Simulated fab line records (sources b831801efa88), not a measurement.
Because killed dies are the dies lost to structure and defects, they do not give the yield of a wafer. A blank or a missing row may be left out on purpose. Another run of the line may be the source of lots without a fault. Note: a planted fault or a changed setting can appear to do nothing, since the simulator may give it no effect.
A lot that was struck, set against a sound lot / flow sky130 / 16 steps out of a route of 708
Sound: wafers L966.1, L966.2, L966.4. Struck: wafer L975.3 (L975.4, L975.5, from the same lot, were not struck and are left out); the cause is given at the end.
For every step that has rows: the tool of each side, followed by ch and its chambers, followed by its first start. Under that, the readings that differ: sound wafers / struck wafers / difference of the means / sigmas: that difference in standard deviations of wafers without a fault.
alike: readings with means less than 2 such deviations apart, plus words and numbers identical on both sides. not compared: withheld readings, readings lacking a value on some wafer, bounds such as >300 that could conceal the same value, and numbers that have no deviation in the record and whose values overlap.
The two part at a step that has a row with sigmas, a row that says differs or no value, or rows on one side only. Numbers that don't overlap but have no deviation are shown without sigmas and don't part them. A reading that every wafer of one side lacks parts them only if that side has two wafers or more.

first, 7 steps without rows for these wafers: SKY_METAL4_HMDS_06 (prime time 60 s); SKY_METAL4_COAT_07 (resist thk 60 nm); SKY_METAL4_COAT_08 (resist thk 1140 nm); SKY_METAL4_SOFTBAKE_09 (time 90 s); SKY_METAL4_EXPOSE_10 (exposes mask MM4, target cd 300 nm); SKY_METAL4_PEB_11; SKY_METAL4_DEVELOP_12 (develop time 60 s).
SKY_METAL4_CD_MEAS_13: the cd target is 300 nm.
  struck on cd-sem-02, day 46 11:49; sound on cd-sem-01, day 44 05:09
reading=cd-nm (nm); sound=303.5 304.0 303.6; struck=296.7; difference=-7.0; sigmas=-5
SKY_METAL4_OVL_MEAS_14:
  struck on overlay-02, day 46 11:55; sound on overlay-02, day 44 05:16
  alike: METAL4_OVL
SKY_METAL4_DESCUM_15: chemistry O2, time 8 s.
  sound on rie-metal-02 ch 0,1, day 44 05:19; struck on rie-metal-02 ch 1, day 46 11:57
  alike: drypump-motor-current-A, oes-product-au
  not compared: rf-hours-counter-h
SKY_METAL4_ETCH_16: etches BARC in N2/H2, stops on SiO2, time 88.2 s, target depth 60 nm.
  sound on rie-metal-02 ch 0,1, day 44 05:20; struck on rie-metal-02 ch 1, day 46 12:00
  alike: bias-w, drypump-motor-current-A, oes-product-au, throttle-valve-pct
  not compared: rf-hours-counter-h
SKY_METAL4_ETCH_17: etches SiO2 in C4F8/O2/Ar, stops on TiN, time 3.9 s, target depth 15 nm.
  sound on rie-diel-01 ch 1,2,3, day 44 05:26; struck on rie-diel-03 ch 0, day 46 12:04
reading=rf-hours-counter-h (h); sound=23 22 19; struck=28; difference=+7; sigmas=
  alike: bias-w, oes-product-au
SKY_METAL4_METAL_ETCH_18: etches the open film in Cl2/BCl3, stops on SiO2, target depth 845 nm, time 183.1 s.
  sound on rie-metal-03 ch 0,1, day 44 05:28; struck on rie-metal-03 ch 1, day 46 12:09
reading=bias-w (W); sound=48.53 48.46 48.24; struck=59.03; difference=+10.62; sigmas=+66
reading=oes-product-au (a.u.); sound=0.873 0.871 0.873; struck=0.860; difference=-0.012; sigmas=-2
reading=throttle-valve-pct (%); sound=22.253 22.272 22.263; struck=22.242; difference=-0.021; sigmas=-2
reading=model.KrF-thick_of_METAL4_COAT_08.thk-nm (nm); sound=523.2 544 540.8; struck=491.1; difference=-44.9; sigmas=
reading=model.SiO2_of_VIA3_HDPCVD_00.thk-nm (nm); sound=432.4 433.8 433.6; struck=429.9; difference=-3.4; sigmas=
  alike: drypump-motor-current-A
  not compared: rf-hours-counter-h
SKY_METAL4_STRIP_19: strips in O2/N2.
  sound on plasma-asher-03 ch 0,1, day 44 05:38; struck on plasma-asher-02 ch 1, day 46 12:18
reading=oes-product-au (a.u.); sound=0.501 0.506 0.503; struck=0.481; difference=-0.022; sigmas=-4
reading=strip-time-to-endpoint-s (s); sound=6.49 6.70 6.66; struck=6.19; difference=-0.43; sigmas=-5
  alike: drypump-motor-current-A
  not compared: rf-hours-counter-h
then, 1 step without rows for these wafers: SKY_METAL4_STRIP_20 (strips in post etch residue remover, time 1200 s).
-- the record jumps here: 3 days lie between the struck wafers' starts before and after (it left off in module METAL4 and takes up again in module PAD_OPEN, whose first step shown is number 708 of the route) --
SKY_PAD_OPEN_PROBE_99:
  record: rows for the struck wafers here (prober-01, day 49 21:57), none for the sound ones

WHERE THEY PART
First at SKY_METAL4_CD_MEAS_13; last, within this record, at SKY_PAD_OPEN_PROBE_99.

WHY: the cause the simulator had injected
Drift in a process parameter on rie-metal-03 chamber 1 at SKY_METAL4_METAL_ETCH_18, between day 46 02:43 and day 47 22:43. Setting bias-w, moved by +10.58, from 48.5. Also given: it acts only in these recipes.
